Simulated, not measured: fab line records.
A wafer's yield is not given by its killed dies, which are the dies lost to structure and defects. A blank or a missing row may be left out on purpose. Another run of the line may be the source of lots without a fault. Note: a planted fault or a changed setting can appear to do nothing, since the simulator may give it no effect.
Which tool did it?    flow sky130    18 wafers from 6 lots sampled at 2 of the route's 708 steps

== WHAT EACH GAUGE READ, for each wafer ==
SKY_VT_ADJUST_HVTR_CD_MEAS_07: the cd target is 380 nm.
lot   measured      on         cd nm (nm)
L522  day 10 18:32  cd sem-01  379.4 379.0 377.3
L527  day 12 14:34  cd sem-02  382.4 381.0 383.2
L530  day 13 05:47  cd sem-02  380.0 378.5 380.6
L536  day 15 00:33  cd sem-02  380.4 379.2 381.0
L538  day 15 23:28  cd sem-01  381.6 382.6 379.9
L540  day 16 10:08  cd sem-02  385.1 383.5 385.4

== WHAT TOOL EACH LOT RAN ON (gives the tool, then ch and the chambers of the sampled wafers, and finally the start) ==
lot   SKY_NWELL_STRIP_14
L522  plasma asher-02 ch 0,1, day 5 12:52
L527  plasma asher-02 ch 0,1, day 6 21:59
L530  plasma asher-04 ch 0,1, day 7 12:23
L536  plasma asher-02 ch 0,1, day 9 00:25
L538  plasma asher-04 ch 0,1, day 9 17:28
L540  plasma asher-01 ch 1, day 10 02:31
- SKY_NWELL_STRIP_14: strips in O2/N2.

== THE ANSWER, worked out from the rows above alone ==
Rule: the lots themselves supply what counts as usual. Put in order of their means at a reading, lots are off if they are a third of the lots or fewer, leave a main group of 4 or more, and stand apart from it by a gap of 3 or more times the standard deviation of the main group's means; of several such gaps the widest counts. A main group is skipped when, at the precision printed for the reading in the tables above, its means are all equal. A lot without any number at a reading at which 4 lots or more have one is off too. Any other lot the step has rows for is counted as sound.
None of the lots is off at any reading shown; this tells nothing.

== WHAT WAS PUT IN BY THE SIMULATOR ==
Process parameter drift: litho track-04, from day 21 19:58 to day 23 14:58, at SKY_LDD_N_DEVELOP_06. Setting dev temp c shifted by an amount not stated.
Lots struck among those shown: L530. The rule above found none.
